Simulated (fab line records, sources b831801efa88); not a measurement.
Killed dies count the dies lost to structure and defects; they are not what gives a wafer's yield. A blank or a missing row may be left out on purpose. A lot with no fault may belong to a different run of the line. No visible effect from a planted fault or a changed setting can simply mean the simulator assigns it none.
Split-lot study :: flow sky130 :: route with 708 steps; 5 lots, 23 wafers read

## ABOUT THE SPLIT
At SKY_LDD_P_IMPLANT_09, the setting dose cm2 was moved away from the recipe's 1e+13 on 8 of the 23 wafers read, by -2.8% to +5.0%. This setting was run at the recipe's value on the other wafers.

## THE PATH FROM SPLIT TO READING: the file shows 1 step between them
- SKY_LDD_P_STRIP_10: strips in O2/N2

## THE READING
LDD_P_TW, at SKY_LDD_P_TW_MEAS_11. A value of 634.0 with a standard deviation of 2.9 is what fault-free wafers of this fab line usually give.

wafer: L077.2
tool, chamber at the split: implanter-04, 0
dose cm2 as run: 1e+13
against the recipe: recipe
LDD_P_TW: 636.2
against lot-mates on the recipe: -

wafer: L077.3
tool, chamber at the split: implanter-04, 0
dose cm2 as run: 1e+13
against the recipe: recipe
LDD_P_TW: 635.1
against lot-mates on the recipe: -

wafer: L077.5
tool, chamber at the split: implanter-04, 0
dose cm2 as run: 1e+13
against the recipe: recipe
LDD_P_TW: 635.7
against lot-mates on the recipe: -

wafer: L080.1
tool, chamber at the split: implanter-04, 0
dose cm2 as run: 1e+13
against the recipe: recipe
LDD_P_TW: 638.3
against lot-mates on the recipe: -

wafer: L080.2
tool, chamber at the split: implanter-04, 0
dose cm2 as run: 1e+13
against the recipe: recipe
LDD_P_TW: 633.7
against lot-mates on the recipe: -

wafer: L080.3
tool, chamber at the split: implanter-04, 0
dose cm2 as run: 1e+13
against the recipe: recipe
LDD_P_TW: 633.8
against lot-mates on the recipe: -

wafer: L080.5
tool, chamber at the split: implanter-04, 0
dose cm2 as run: 1e+13
against the recipe: recipe
LDD_P_TW: 634.1
against lot-mates on the recipe: -

wafer: L080.6
tool, chamber at the split: implanter-04, 0
dose cm2 as run: 1e+13
against the recipe: recipe
LDD_P_TW: 633.3
against lot-mates on the recipe: -

wafer: L081.1
tool, chamber at the split: implanter-04, 0
dose cm2 as run: 1e+13
against the recipe: recipe
LDD_P_TW: 635.2
against lot-mates on the recipe: -

wafer: L081.2
tool, chamber at the split: implanter-04, 0
dose cm2 as run: 1e+13
against the recipe: recipe
LDD_P_TW: 634.9
against lot-mates on the recipe: -

wafer: L081.3
tool, chamber at the split: implanter-04, 0
dose cm2 as run: 9.721e+12
against the recipe: -2.8%
LDD_P_TW: 630.6
against lot-mates on the recipe: -4.7

wafer: L081.4
tool, chamber at the split: implanter-04, 0
dose cm2 as run: 1e+13
against the recipe: recipe
LDD_P_TW: 635.8
against lot-mates on the recipe: -

wafer: L081.5
tool, chamber at the split: implanter-04, 0
dose cm2 as run: 9.721e+12
against the recipe: -2.8%
LDD_P_TW: 632.3
against lot-mates on the recipe: -3.0

wafer: L082.2
tool, chamber at the split: implanter-04, 0
dose cm2 as run: 1.05e+13
against the recipe: +5.0%
LDD_P_TW: 643.5
against lot-mates on the recipe: +10.4

wafer: L082.3
tool, chamber at the split: implanter-04, 0
dose cm2 as run: 1.05e+13
against the recipe: +5.0%
LDD_P_TW: 644.0
against lot-mates on the recipe: +10.9

wafer: L082.4
tool, chamber at the split: implanter-04, 0
dose cm2 as run: 1e+13
against the recipe: recipe
LDD_P_TW: 634.2
against lot-mates on the recipe: -

wafer: L082.5
tool, chamber at the split: implanter-04, 0
dose cm2 as run: 1.05e+13
against the recipe: +5.0%
LDD_P_TW: 644.6
against lot-mates on the recipe: +11.5

wafer: L082.6
tool, chamber at the split: implanter-04, 0
dose cm2 as run: 1e+13
against the recipe: recipe
LDD_P_TW: 632.0
against lot-mates on the recipe: -

wafer: L084.1
tool, chamber at the split: implanter-03, 0
dose cm2 as run: 1e+13
against the recipe: recipe
LDD_P_TW: 632.5
against lot-mates on the recipe: -

wafer: L084.2
tool, chamber at the split: implanter-03, 0
dose cm2 as run: 9.795e+12
against the recipe: -2.0%
LDD_P_TW: 629.8
against lot-mates on the recipe: -6.5

wafer: L084.4
tool, chamber at the split: implanter-03, 0
dose cm2 as run: 9.795e+12
against the recipe: -2.0%
LDD_P_TW: 632.9
against lot-mates on the recipe: -3.4

wafer: L084.5
tool, chamber at the split: implanter-03, 0
dose cm2 as run: 9.795e+12
against the recipe: -2.0%
LDD_P_TW: 633.5
against lot-mates on the recipe: -2.8

wafer: L084.6
tool, chamber at the split: implanter-03, 0
dose cm2 as run: 1e+13
against the recipe: recipe
LDD_P_TW: 640.1
against lot-mates on the recipe: -

THE FIT
A straight line over all 23 wafers: LDD_P_TW changes by +1.67 for each +1% of dose cm2; r = +0.89; the points scatter about the line by 1.9.
The same after taking each lot's own level away (the mean of its wafers on the recipe; 23 wafers): +2.04 for each +1%; r = +0.93; scatter 1.8.
The reading moves by 10 for the largest change in dose cm2, on that fit.
Measured against the standard deviation above, the lots' own levels, which go from 633.10 to 636.30, span 1.1 times it.
In other words, the slope is changed by the lot-to-lot level; the two fits disagree.
Check: for one of the wafers moved furthest among these (+5.0%), held out of the fit, the line's prediction against its lot-mates is +10.5. It came out at +10.4 against them.

## THE OTHER SPLITS THESE WAFERS WENT THROUGH
These wafers also went through other splits before the reading. Each is held against what the fit with the lots' levels taken away leaves over:
other split on the same wafers: SKY_VT_ADJUST_HVTR_IMPLANT_09 dose cm2
wafers away from the commonest value: 5
r with LDD_P_TW (lot level and that fit taken away): -0.12

other split on the same wafers: SKY_VT_ADJUST_PCH_IMPLANT_08 energy kev
wafers away from the commonest value: 10
r with LDD_P_TW (lot level and that fit taken away): -0.11

other split on the same wafers: SKY_SONOS_TUNNEL_DEVELOP_06 develop time s
wafers away from the commonest value: 9
r with LDD_P_TW (lot level and that fit taken away): -0.21

other split on the same wafers: SKY_SONOS_ONO_OXIDATION_00 temp c
wafers away from the commonest value: 18
r with LDD_P_TW (lot level and that fit taken away): +0.16

other split on the same wafers: SKY_RES_PROTECT_COAT_02 spin rpm
wafers away from the commonest value: 10
r with LDD_P_TW (lot level and that fit taken away): -0.22

other split on the same wafers: SKY_POLY_GATE_CVD_03 pressure mtorr
wafers away from the commonest value: 15
r with LDD_P_TW (lot level and that fit taken away): +0.01

other split on the same wafers: SKY_POLY_GATE_SOFTBAKE_09 temp c
wafers away from the commonest value: 5
r with LDD_P_TW (lot level and that fit taken away): +0.32

other split on the same wafers: SKY_LDD_N_IMPLANT_13 energy kev
wafers away from the commonest value: 10
r with LDD_P_TW (lot level and that fit taken away): -0.25

other split on the same wafers: SKY_LDD_P_EXPOSE_04 dose mj
wafers away from the commonest value: 4
r with LDD_P_TW (lot level and that fit taken away): -0.10

## FILE'S OWN FIT
LDD_P_TW changes by +2 for each +1% of dose cm2, r = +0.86.
